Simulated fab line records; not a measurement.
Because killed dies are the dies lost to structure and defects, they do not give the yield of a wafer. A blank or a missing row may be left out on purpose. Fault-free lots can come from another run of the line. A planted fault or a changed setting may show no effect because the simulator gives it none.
fab line records :: flow sfq_line :: part 2 of 2: steps 23 to 32 of 32
record:
  lots: 5
  wafers: 15
  last_day: 75
route steps=325 shown L0V@21 M0@28 I0@43
lots that met no fault: taken from a fault-free run of the same line
start_h: start of the lot's first displayed wafer, in hours after the record's first day :: wait_h: hours from the lot's prior step to this one :: " unchanged from the row above :: L1.1+2: one row covering several wafers at once :: - value missing, or start not given :: * or withheld: withheld :: < > ~ a bound
route shown NAME@n: names a module that has steps shown in the file, with the first one's number in the route :: usual: the fault-free wafers' mean and standard deviation :: same: alike in all rows :: chamber/n: place in a boat :: sites: the reading at each site :: _std_site: their standard deviation :: _edge_site: the outer-site mean with the inner-site mean subtracted :: radius_mm: for every site, how far away it sits from the centre of the wafer :: mask NAME#n: copy n :: behind: tool/chamber where the wafer was last shaped :: hold: the reason the lot was held/the length of the hold in hours/how it ended :: device: the n, p or np transistor that did not switch :: end of line: tests of these same wafers at the route's end :: for a step that has no rows: nothing shown but its recipe :: killed: count of dies lost to structure and defects at first sort (not the wafer's yield) :: map: a wafer's dies, x killed, . not, _ none there
set.NAME: the setting that was run; set.NAME@STEP: the one run at that earlier step :: model.NAME: the simulator's own value behind a step, which no gauge read
certain route steps with their lots: each step a table, each wafer a row
services: a tool's chamber out of use, with start hour (start_h, from the record's first day; less than 0 if before it), hours out, and reason
== steps ==
step: SFQ_TRILAYER_I0_CMP_CMP_028
recipe:
  material: SiO2
  down_force_psi: 3
  platen_rpm: 60
  pad_velocity_m_s: 0.94248
usual:
  motor_current_A: 10.6/1.1
  slurry_flow_ml_min: 150.0/0.43
  time_to_endpoint_s: 216/6.8
lot.wafer: L076.4
tool: cmp-02
chamber: 3
start_h: 167.53
wait_h: 8.4
motor_current_A: 9.4
slurry_flow_ml_min: 150.0
time_to_endpoint_s: 213

lot.wafer: L076.6
tool: cmp-02
chamber: 1
start_h: 168.53
wait_h: 9.4
motor_current_A: 10.4
slurry_flow_ml_min: 151.0
time_to_endpoint_s: 217

lot.wafer: L076.5
tool: cmp-02
chamber: 2
start_h: 168.53
wait_h: 9.4
motor_current_A: 10.5
slurry_flow_ml_min: 149.7
time_to_endpoint_s: 213

lot.wafer: L089.2
tool: cmp-02
chamber: 2
start_h: 258.07
wait_h: 4.7
motor_current_A: 10.9
slurry_flow_ml_min: 150.3
time_to_endpoint_s: 212

lot.wafer: L089.3
tool: cmp-02
chamber: 1
start_h: 259.57
wait_h: 6.2
motor_current_A: 9.9
slurry_flow_ml_min: 149.9
time_to_endpoint_s: 202

lot.wafer: L089.5
tool: cmp-02
chamber: 2
start_h: 259.57
wait_h: 6.2
motor_current_A: 10.8
slurry_flow_ml_min: 149.9
time_to_endpoint_s: 212

lot.wafer: L092.3
tool: cmp-01
chamber: 0
start_h: 280.69
wait_h: 5.6
motor_current_A: 11.1
slurry_flow_ml_min: 150.0
time_to_endpoint_s: 204

lot.wafer: L092.1
tool: cmp-01
chamber: 1
start_h: 280.69
wait_h: 5.6
motor_current_A: 10.1
slurry_flow_ml_min: 149.5
time_to_endpoint_s: 199

lot.wafer: L092.6
tool: cmp-01
chamber: 2
start_h: 280.69
wait_h: 5.6
motor_current_A: 9.4
slurry_flow_ml_min: 150.2
time_to_endpoint_s: 210

lot.wafer: L096.2
tool: cmp-01
chamber: 3
start_h: 303.69
wait_h: 3.2
motor_current_A: 12.6
slurry_flow_ml_min: 150.3
time_to_endpoint_s: 209

lot.wafer: L096.3
tool: cmp-01
chamber: 0
start_h: 303.69
wait_h: 3.2
motor_current_A: 10.6
slurry_flow_ml_min: 150.3
time_to_endpoint_s: 218

lot.wafer: L096.6
tool: cmp-01
chamber: 0
start_h: 306.19
wait_h: 5.6
motor_current_A: 10.3
slurry_flow_ml_min: 149.3
time_to_endpoint_s: 218

lot.wafer: L097.4
tool: cmp-01
chamber: 2
start_h: 313.69
wait_h: 5.7
motor_current_A: 9.4
slurry_flow_ml_min: 149.7
time_to_endpoint_s: 213

lot.wafer: L097.6
tool: cmp-01
chamber: 0
start_h: 314.69
wait_h: 6.7
motor_current_A: 10.5
slurry_flow_ml_min: 149.7
time_to_endpoint_s: 214

lot.wafer: L097.5
tool: cmp-01
chamber: 1
start_h: 314.69
wait_h: 6.7
motor_current_A: 10.1
slurry_flow_ml_min: 150.1
time_to_endpoint_s: 212
step: SFQ_I0_BOW_MEAS_907
recipe:
  mode: bow
usual:
  I0_BOW: 0/6.6
lot.wafer: L076.4
tool: film_metro-02
chamber: -
start_h: 169.59
wait_h: 1.6
I0_BOW[um]: -1

lot.wafer: L076.5
tool: film_metro-02
chamber: -
start_h: 169.59
wait_h: 1.6
I0_BOW[um]: 1

lot.wafer: L076.6
tool: film_metro-02
chamber: -
start_h: 169.59
wait_h: 1.6
I0_BOW[um]: -10

lot.wafer: L089.2
tool: film_metro-03
chamber: -
start_h: 261.09
wait_h: 2.5
I0_BOW[um]: -2

lot.wafer: L089.3
tool: film_metro-03
chamber: -
start_h: 261.09
wait_h: 2.5
I0_BOW[um]: -1

lot.wafer: L089.5
tool: film_metro-03
chamber: -
start_h: 261.09
wait_h: 2.5
I0_BOW[um]: -3

lot.wafer: L092.1
tool: film_metro-02
chamber: -
start_h: 282.69
wait_h: 1.0
I0_BOW[um]: 0

lot.wafer: L092.3
tool: film_metro-02
chamber: -
start_h: 282.69
wait_h: 1.0
I0_BOW[um]: 15

lot.wafer: L092.6
tool: film_metro-02
chamber: -
start_h: 282.69
wait_h: 1.0
I0_BOW[um]: -2

lot.wafer: L096.2
tool: film_metro-02
chamber: -
start_h: 306.71
wait_h: 2.5
I0_BOW[um]: -3

lot.wafer: L096.3
tool: film_metro-02
chamber: -
start_h: 306.71
wait_h: 2.5
I0_BOW[um]: -9

lot.wafer: L096.6
tool: film_metro-02
chamber: -
start_h: 306.71
wait_h: 2.5
I0_BOW[um]: -3

lot.wafer: L097.4
tool: film_metro-04
chamber: -
start_h: 315.75
wait_h: 1.6
I0_BOW[um]: -12

lot.wafer: L097.5
tool: film_metro-04
chamber: -
start_h: 315.75
wait_h: 1.6
I0_BOW[um]: 4

lot.wafer: L097.6
tool: film_metro-04
chamber: -
start_h: 315.75
wait_h: 1.6
I0_BOW[um]: -4
step: SFQ_TRILAYER_I0_METRO_MEASURE_029
usual:
  thk_nm: 200.0/0.99
lot.wafer: L076.4
tool: film_metro-02
chamber: -
start_h: 170.25
wait_h: 0.6
thk_nm: 197.8

lot.wafer: L076.5
tool: film_metro-02
chamber: -
start_h: 170.25
wait_h: 0.6
thk_nm: 199.2

lot.wafer: L076.6
tool: film_metro-02
chamber: -
start_h: 170.25
wait_h: 0.6
thk_nm: 197.3

lot.wafer: L089.2
tool: film_metro-03
chamber: -
start_h: 261.39
wait_h: 0.3
thk_nm: 200.3

lot.wafer: L089.3
tool: film_metro-03
chamber: -
start_h: 261.39
wait_h: 0.3
thk_nm: 199.8

lot.wafer: L089.5
tool: film_metro-03
chamber: -
start_h: 261.39
wait_h: 0.3
thk_nm: 199.7

lot.wafer: L092.1
tool: film_metro-02
chamber: -
start_h: 282.81
wait_h: 0.1
thk_nm: 199.4

lot.wafer: L092.3
tool: film_metro-02
chamber: -
start_h: 282.81
wait_h: 0.1
thk_nm: 199.9

lot.wafer: L092.6
tool: film_metro-02
chamber: -
start_h: 282.81
wait_h: 0.1
thk_nm: 200.4

lot.wafer: L096.2
tool: film_metro-02
chamber: -
start_h: 307.01
wait_h: 0.3
thk_nm: 200.2

lot.wafer: L096.3
tool: film_metro-02
chamber: -
start_h: 307.01
wait_h: 0.3
thk_nm: 199.7

lot.wafer: L096.6
tool: film_metro-02
chamber: -
start_h: 307.01
wait_h: 0.3
thk_nm: 200.3

lot.wafer: L097.4
tool: film_metro-04
chamber: -
start_h: 316.41
wait_h: 0.6
thk_nm: 198.7

lot.wafer: L097.5
tool: film_metro-04
chamber: -
start_h: 316.41
wait_h: 0.6
thk_nm: 199.3

lot.wafer: L097.6
tool: film_metro-04
chamber: -
start_h: 316.41
wait_h: 0.6
thk_nm: 199.8
step: SFQ_TRILAYER_I0_VIA_LITHO_COAT_036
recipe:
  resist: BARC
  spin_rpm: 3000
  resist_thk_nm: 62
usual:
  exhaust_pa: 44.9/0.82
  resist_line_temp_C: 23.03/0.09
lot.wafer: L076.4
tool: litho_track-04
chamber: 0
start_h: 171.00
wait_h: 0.6
exhaust_pa: 45.8
resist_line_temp_C: 22.93

lot.wafer: L076.5
tool: litho_track-04
chamber: 0
start_h: 171.00
wait_h: 0.6
exhaust_pa: 44.6
resist_line_temp_C: 23.17

lot.wafer: L076.6
tool: litho_track-04
chamber: 0
start_h: 171.00
wait_h: 0.6
exhaust_pa: 44.6
resist_line_temp_C: 23.08

lot.wafer: L089.2
tool: litho_track-02
chamber: 0
start_h: 262.44
wait_h: 0.8
exhaust_pa: 44.1
resist_line_temp_C: 22.98

lot.wafer: L089.3
tool: litho_track-02
chamber: 0
start_h: 262.44
wait_h: 0.8
exhaust_pa: 45.9
resist_line_temp_C: 23.03

lot.wafer: L089.5
tool: litho_track-02
chamber: 0
start_h: 262.44
wait_h: 0.8
exhaust_pa: 45.8
resist_line_temp_C: 22.88

lot.wafer: L092.1
tool: litho_track-02
chamber: 0
start_h: 284.01
wait_h: 1.0
exhaust_pa: 44.5
resist_line_temp_C: 23.07

lot.wafer: L092.3
tool: litho_track-02
chamber: 0
start_h: 284.01
wait_h: 1.0
exhaust_pa: 43.5
resist_line_temp_C: 22.96

lot.wafer: L092.6
tool: litho_track-02
chamber: 0
start_h: 284.01
wait_h: 1.0
exhaust_pa: 45.0
resist_line_temp_C: 23.01

lot.wafer: L096.2
tool: litho_track-02
chamber: 0
start_h: 308.06
wait_h: 0.8
exhaust_pa: 45.3
resist_line_temp_C: 23.05

lot.wafer: L096.3
tool: litho_track-02
chamber: 0
start_h: 308.06
wait_h: 0.8
exhaust_pa: 44.2
resist_line_temp_C: 23.17

lot.wafer: L096.6
tool: litho_track-02
chamber: 0
start_h: 308.06
wait_h: 0.8
exhaust_pa: 45.5
resist_line_temp_C: 23.02

lot.wafer: L097.4
tool: litho_track-01
chamber: 0
start_h: 317.16
wait_h: 0.6
exhaust_pa: 44.9
resist_line_temp_C: 23.00

lot.wafer: L097.5
tool: litho_track-01
chamber: 0
start_h: 317.16
wait_h: 0.6
exhaust_pa: 45.2
resist_line_temp_C: 22.93

lot.wafer: L097.6
tool: litho_track-01
chamber: 0
start_h: 317.16
wait_h: 0.6
exhaust_pa: 46.3
resist_line_temp_C: 23.07
step: SFQ_TRILAYER_I0_VIA_LITHO_COAT_031
recipe:
  resist: KrF
  spin_rpm: 3000
  resist_thk_nm: 650
usual:
  exhaust_pa: 45.0/0.88
  resist_line_temp_C: 23.01/0.099
lot.wafer: L076.4
tool: litho_track-04
chamber: 0
start_h: 171.30
wait_h: 0.2
exhaust_pa: 46.0
resist_line_temp_C: 23.15

lot.wafer: L076.5
tool: litho_track-04
chamber: 0
start_h: 171.30
wait_h: 0.2
exhaust_pa: 44.7
resist_line_temp_C: 23.05

lot.wafer: L076.6
tool: litho_track-04
chamber: 0
start_h: 171.30
wait_h: 0.2
exhaust_pa: 44.2
resist_line_temp_C: 23.05

lot.wafer: L089.2
tool: litho_track-02
chamber: 0
start_h: 262.74
wait_h: 0.2
exhaust_pa: 43.5
resist_line_temp_C: 23.05

lot.wafer: L089.3
tool: litho_track-02
chamber: 0
start_h: 262.74
wait_h: 0.2
exhaust_pa: 45.2
resist_line_temp_C: 23.07

lot.wafer: L089.5
tool: litho_track-02
chamber: 0
start_h: 262.74
wait_h: 0.2
exhaust_pa: 44.0
resist_line_temp_C: 23.01

lot.wafer: L092.1
tool: litho_track-02
chamber: 0
start_h: 284.31
wait_h: 0.2
exhaust_pa: 44.5
resist_line_temp_C: 23.12

lot.wafer: L092.3
tool: litho_track-02
chamber: 0
start_h: 284.31
wait_h: 0.2
exhaust_pa: 44.3
resist_line_temp_C: 22.95

lot.wafer: L092.6
tool: litho_track-02
chamber: 0
start_h: 284.31
wait_h: 0.2
exhaust_pa: 45.8
resist_line_temp_C: 22.92

lot.wafer: L096.2
tool: litho_track-02
chamber: 0
start_h: 308.36
wait_h: 0.2
exhaust_pa: 44.4
resist_line_temp_C: 22.90

lot.wafer: L096.3
tool: litho_track-02
chamber: 0
start_h: 308.36
wait_h: 0.2
exhaust_pa: 44.9
resist_line_temp_C: 23.02

lot.wafer: L096.6
tool: litho_track-02
chamber: 0
start_h: 308.36
wait_h: 0.2
exhaust_pa: 46.3
resist_line_temp_C: 22.88

lot.wafer: L097.4
tool: litho_track-01
chamber: 0
start_h: 317.46
wait_h: 0.2
exhaust_pa: 45.9
resist_line_temp_C: 22.89

lot.wafer: L097.5
tool: litho_track-01
chamber: 0
start_h: 317.46
wait_h: 0.2
exhaust_pa: 45.2
resist_line_temp_C: 23.12

lot.wafer: L097.6
tool: litho_track-01
chamber: 0
start_h: 317.46
wait_h: 0.2
exhaust_pa: 46.5
resist_line_temp_C: 23.05
step: SFQ_TRILAYER_I0_VIA_LITHO_SOFTBAKE_035
recipe:
  temp_c: withheld
  time_s: withheld
  resist: KrF
usual:
  exhaust_pa: 44.9/0.86
  resist_line_temp_C: *
lot.wafer: L076.4
tool: litho_track-04
chamber: 0
start_h: 171.52
wait_h: 0.2
exhaust_pa: 45.3
resist_line_temp_C: *

lot.wafer: L076.5
tool: litho_track-04
chamber: 0
start_h: 171.52
wait_h: 0.2
exhaust_pa: 45.4
resist_line_temp_C: *

lot.wafer: L076.6
tool: litho_track-04
chamber: 0
start_h: 171.52
wait_h: 0.2
exhaust_pa: 46.0
resist_line_temp_C: *

lot.wafer: L089.2
tool: litho_track-02
chamber: 0
start_h: 263.01
wait_h: 0.2
exhaust_pa: 45.2
resist_line_temp_C: *

lot.wafer: L089.3
tool: litho_track-02
chamber: 0
start_h: 263.01
wait_h: 0.2
exhaust_pa: 44.3
resist_line_temp_C: *

lot.wafer: L089.5
tool: litho_track-02
chamber: 0
start_h: 263.01
wait_h: 0.2
exhaust_pa: 44.6
resist_line_temp_C: *

lot.wafer: L092.1
tool: litho_track-02
chamber: 0
start_h: 284.61
wait_h: 0.2
exhaust_pa: 46.4
resist_line_temp_C: *

lot.wafer: L092.3
tool: litho_track-02
chamber: 0
start_h: 284.61
wait_h: 0.2
exhaust_pa: 46.1
resist_line_temp_C: *

lot.wafer: L092.6
tool: litho_track-02
chamber: 0
start_h: 284.61
wait_h: 0.2
exhaust_pa: 46.4
resist_line_temp_C: *

lot.wafer: L096.2
tool: litho_track-02
chamber: 0
start_h: 308.63
wait_h: 0.2
exhaust_pa: 44.8
resist_line_temp_C: *

lot.wafer: L096.3
tool: litho_track-02
chamber: 0
start_h: 308.63
wait_h: 0.2
exhaust_pa: 44.6
resist_line_temp_C: *

lot.wafer: L096.6
tool: litho_track-02
chamber: 0
start_h: 308.63
wait_h: 0.2
exhaust_pa: 45.1
resist_line_temp_C: *

lot.wafer: L097.4
tool: litho_track-01
chamber: 0
start_h: 317.68
wait_h: 0.2
exhaust_pa: 46.3
resist_line_temp_C: *

lot.wafer: L097.5
tool: litho_track-01
chamber: 0
start_h: 317.68
wait_h: 0.2
exhaust_pa: 44.0
resist_line_temp_C: *

lot.wafer: L097.6
tool: litho_track-01
chamber: 0
start_h: 317.68
wait_h: 0.2
exhaust_pa: 46.0
resist_line_temp_C: *
step: SFQ_TRILAYER_I0_VIA_LITHO_EXPOSE_032
recipe:
  mask_id: I0
  na: 0.6
  source_shape: conventional
  sigma_outer: 0.65
  target_cd_nm: 500
  dose_mj: 21.3
lot.wafer: L076.4+5+6
tool: krf_scanner-02
chamber: 0
start_h: 237.03
wait_h: -
mask: I0#0

lot.wafer: L089.2+3+5
tool: krf_scanner-02
chamber: 0
start_h: 331.07
wait_h: -
mask: I0#0

lot.wafer: L092.1+3+6
tool: krf_scanner-02
chamber: 0
start_h: 353.67
wait_h: -
mask: I0#0

lot.wafer: L096.2+3+6
tool: krf_scanner-02
chamber: 0
start_h: 388.86
wait_h: -
mask: I0#0

lot.wafer: L097.4+5+6
tool: krf_scanner-02
chamber: 0
start_h: 404.76
wait_h: -
mask: I0#0
step: SFQ_TRILAYER_I0_VIA_LITHO_PEB_034
recipe:
  peb_temp_c: 115
  peb_time_s: 60
  resist: KrF
usual:
  exhaust_pa: 45.0/0.91
  resist_line_temp_C: 23.02/0.11
lot.wafer: L076.4
tool: litho_track-02
chamber: 0
start_h: 237.71
wait_h: 0.5
exhaust_pa: 45.8
resist_line_temp_C: 23.05

lot.wafer: L076.5
tool: litho_track-02
chamber: 0
start_h: 237.71
wait_h: 0.5
exhaust_pa: 46.3
resist_line_temp_C: 23.14

lot.wafer: L076.6
tool: litho_track-02
chamber: 0
start_h: 237.71
wait_h: 0.5
exhaust_pa: 45.2
resist_line_temp_C: 23.11

lot.wafer: L089.2
tool: litho_track-01
chamber: 0
start_h: 332.10
wait_h: 0.8
exhaust_pa: 44.9
resist_line_temp_C: 23.05

lot.wafer: L089.3
tool: litho_track-01
chamber: 0
start_h: 332.10
wait_h: 0.8
exhaust_pa: 44.7
resist_line_temp_C: 22.94

lot.wafer: L089.5
tool: litho_track-01
chamber: 0
start_h: 332.10
wait_h: 0.8
exhaust_pa: 44.8
resist_line_temp_C: 23.00

lot.wafer: L092.1
tool: litho_track-01
chamber: 0
start_h: 354.87
wait_h: 1.0
exhaust_pa: 45.6
resist_line_temp_C: 22.96

lot.wafer: L092.3
tool: litho_track-01
chamber: 0
start_h: 354.87
wait_h: 1.0
exhaust_pa: 45.9
resist_line_temp_C: 23.19

lot.wafer: L092.6
tool: litho_track-01
chamber: 0
start_h: 354.87
wait_h: 1.0
exhaust_pa: 44.2
resist_line_temp_C: 23.02

lot.wafer: L096.2
tool: litho_track-02
chamber: 0
start_h: 389.88
wait_h: 0.8
exhaust_pa: 46.4
resist_line_temp_C: 23.13

lot.wafer: L096.3
tool: litho_track-02
chamber: 0
start_h: 389.88
wait_h: 0.8
exhaust_pa: 45.9
resist_line_temp_C: 23.04

lot.wafer: L096.6
tool: litho_track-02
chamber: 0
start_h: 389.88
wait_h: 0.8
exhaust_pa: 44.6
resist_line_temp_C: 23.01

lot.wafer: L097.4
tool: litho_track-04
chamber: 0
start_h: 405.43
wait_h: 0.5
exhaust_pa: 46.2
resist_line_temp_C: 23.04

lot.wafer: L097.5
tool: litho_track-04
chamber: 0
start_h: 405.43
wait_h: 0.5
exhaust_pa: 45.4
resist_line_temp_C: 23.06

lot.wafer: L097.6
tool: litho_track-04
chamber: 0
start_h: 405.43
wait_h: 0.5
exhaust_pa: 44.6
resist_line_temp_C: 23.10
step: SFQ_TRILAYER_I0_VIA_LITHO_DEVELOP_033
recipe:
  time_s: 60
  resist: KrF
usual:
  exhaust_pa: 45.0/0.88
  resist_line_temp_C: 23.00/0.1
lot.wafer: L076.4
tool: litho_track-02
chamber: 0
start_h: 237.86
wait_h: 0.1
exhaust_pa: 45.3
resist_line_temp_C: 23.02

lot.wafer: L076.5
tool: litho_track-02
chamber: 0
start_h: 237.86
wait_h: 0.1
exhaust_pa: 44.0
resist_line_temp_C: 23.09

lot.wafer: L076.6
tool: litho_track-02
chamber: 0
start_h: 237.86
wait_h: 0.1
exhaust_pa: 45.0
resist_line_temp_C: 22.89

lot.wafer: L089.2
tool: litho_track-01
chamber: 0
start_h: 332.25
wait_h: 0.1
exhaust_pa: 45.7
resist_line_temp_C: 23.00

lot.wafer: L089.3
tool: litho_track-01
chamber: 0
start_h: 332.25
wait_h: 0.1
exhaust_pa: 45.7
resist_line_temp_C: 22.89

lot.wafer: L089.5
tool: litho_track-01
chamber: 0
start_h: 332.25
wait_h: 0.1
exhaust_pa: 44.2
resist_line_temp_C: 23.03

lot.wafer: L092.1
tool: litho_track-01
chamber: 0
start_h: 355.02
wait_h: 0.1
exhaust_pa: 44.8
resist_line_temp_C: 22.92

lot.wafer: L092.3
tool: litho_track-01
chamber: 0
start_h: 355.02
wait_h: 0.1
exhaust_pa: 45.0
resist_line_temp_C: 22.97

lot.wafer: L092.6
tool: litho_track-01
chamber: 0
start_h: 355.02
wait_h: 0.1
exhaust_pa: 45.4
resist_line_temp_C: 23.03

lot.wafer: L096.2
tool: litho_track-02
chamber: 0
start_h: 390.03
wait_h: 0.1
exhaust_pa: 45.1
resist_line_temp_C: 22.96

lot.wafer: L096.3
tool: litho_track-02
chamber: 0
start_h: 390.03
wait_h: 0.1
exhaust_pa: 43.6
resist_line_temp_C: 23.11

lot.wafer: L096.6
tool: litho_track-02
chamber: 0
start_h: 390.03
wait_h: 0.1
exhaust_pa: 43.1
resist_line_temp_C: 23.11

lot.wafer: L097.4
tool: litho_track-04
chamber: 0
start_h: 405.58
wait_h: 0.1
exhaust_pa: 45.8
resist_line_temp_C: 23.02

lot.wafer: L097.5
tool: litho_track-04
chamber: 0
start_h: 405.58
wait_h: 0.1
exhaust_pa: 45.4
resist_line_temp_C: 23.06

lot.wafer: L097.6
tool: litho_track-04
chamber: 0
start_h: 405.58
wait_h: 0.1
exhaust_pa: 46.1
resist_line_temp_C: 22.98
step: SFQ_I0_OVL_MEAS_908
usual:
  I0_OVL: 1/5.2
lot.wafer: L076.4
tool: overlay-01
chamber: -
start_h: 237.95
wait_h: 0.1
I0_OVL[nm]: 7

lot.wafer: L076.5
tool: overlay-01
chamber: -
start_h: 237.95
wait_h: 0.1
I0_OVL[nm]: 9

lot.wafer: L076.6
tool: overlay-01
chamber: -
start_h: 237.95
wait_h: 0.1
I0_OVL[nm]: 4

lot.wafer: L089.2
tool: overlay-01
chamber: -
start_h: 332.38
wait_h: 0.1
I0_OVL[nm]: -1

lot.wafer: L089.3
tool: overlay-01
chamber: -
start_h: 332.38
wait_h: 0.1
I0_OVL[nm]: -8

lot.wafer: L089.5
tool: overlay-01
chamber: -
start_h: 332.38
wait_h: 0.1
I0_OVL[nm]: -9

lot.wafer: L092.1
tool: overlay-02
chamber: -
start_h: 355.17
wait_h: 0.1
I0_OVL[nm]: -2

lot.wafer: L092.3
tool: overlay-02
chamber: -
start_h: 355.17
wait_h: 0.1
I0_OVL[nm]: -2

lot.wafer: L092.6
tool: overlay-02
chamber: -
start_h: 355.17
wait_h: 0.1
I0_OVL[nm]: 3

lot.wafer: L096.2
tool: overlay-02
chamber: -
start_h: 390.16
wait_h: 0.1
I0_OVL[nm]: 1

lot.wafer: L096.3
tool: overlay-02
chamber: -
start_h: 390.16
wait_h: 0.1
I0_OVL[nm]: 2

lot.wafer: L096.6
tool: overlay-02
chamber: -
start_h: 390.16
wait_h: 0.1
I0_OVL[nm]: 6

lot.wafer: L097.4
tool: overlay-01
chamber: -
start_h: 405.67
wait_h: 0.1
I0_OVL[nm]: -4

lot.wafer: L097.5
tool: overlay-01
chamber: -
start_h: 405.67
wait_h: 0.1
I0_OVL[nm]: -10

lot.wafer: L097.6
tool: overlay-01
chamber: -
start_h: 405.67
wait_h: 0.1
I0_OVL[nm]: -3
== services ==
tool: krf_scanner-02
chamber: -
start_h: 117.36
hours: 4.4
kind: pm

tool: rie_metal-03
chamber: -
start_h: 119.00
hours: 0.2
kind: repair

tool: wet_bench-03
chamber: -
start_h: 125.94
hours: 3.1
kind: repair

tool: krf_scanner-02
chamber: -
start_h: 131.57
hours: 1.1
kind: repair

tool: krf_scanner-01
chamber: -
start_h: 137.56
hours: 0.4
kind: repair

tool: krf_scanner-02
chamber: -
start_h: 151.91
hours: 4.0
kind: pm

tool: rie_metal-04
chamber: 1
start_h: 156.14
hours: 1.6
kind: repair

tool: krf_scanner-01
chamber: -
start_h: 167.54
hours: 1.1
kind: repair

tool: krf_scanner-01
chamber: -
start_h: 175.88
hours: 1.0
kind: pm

tool: krf_scanner-02
chamber: -
start_h: 178.02
hours: 7.8
kind: repair

tool: rie_metal-04
chamber: -
start_h: 205.07
hours: 0.6
kind: repair

tool: rie_metal-03
chamber: -
start_h: 211.18
hours: 1.1
kind: repair

tool: rie_diel-03
chamber: -
start_h: 211.69
hours: 2.8
kind: pm

tool: rie_metal-03
chamber: 1
start_h: 216.37
hours: 18.4
kind: repair

tool: krf_scanner-02
chamber: -
start_h: 219.46
hours: 1.3
kind: pm

tool: rie_diel-03
chamber: 3
start_h: 222.62
hours: 1.3
kind: repair

tool: krf_scanner-02
chamber: -
start_h: 223.43
hours: 1.0
kind: pm

tool: krf_scanner-02
chamber: -
start_h: 242.43
hours: 0.8
kind: pm

tool: rie_diel-03
chamber: 3
start_h: 260.43
hours: 6.5
kind: repair

tool: rie_metal-04
chamber: 1
start_h: 263.21
hours: 12.3
kind: repair

tool: rie_diel-03
chamber: 1
start_h: 278.05
hours: 25.2
kind: repair

tool: rie_diel-03
chamber: 1
start_h: 316.50
hours: 3.7
kind: repair

tool: rie_metal-03
chamber: 1
start_h: 354.09
hours: 18.4
kind: repair

tool: rie_diel-03
chamber: -
start_h: 398.06
hours: 14.6
kind: pm
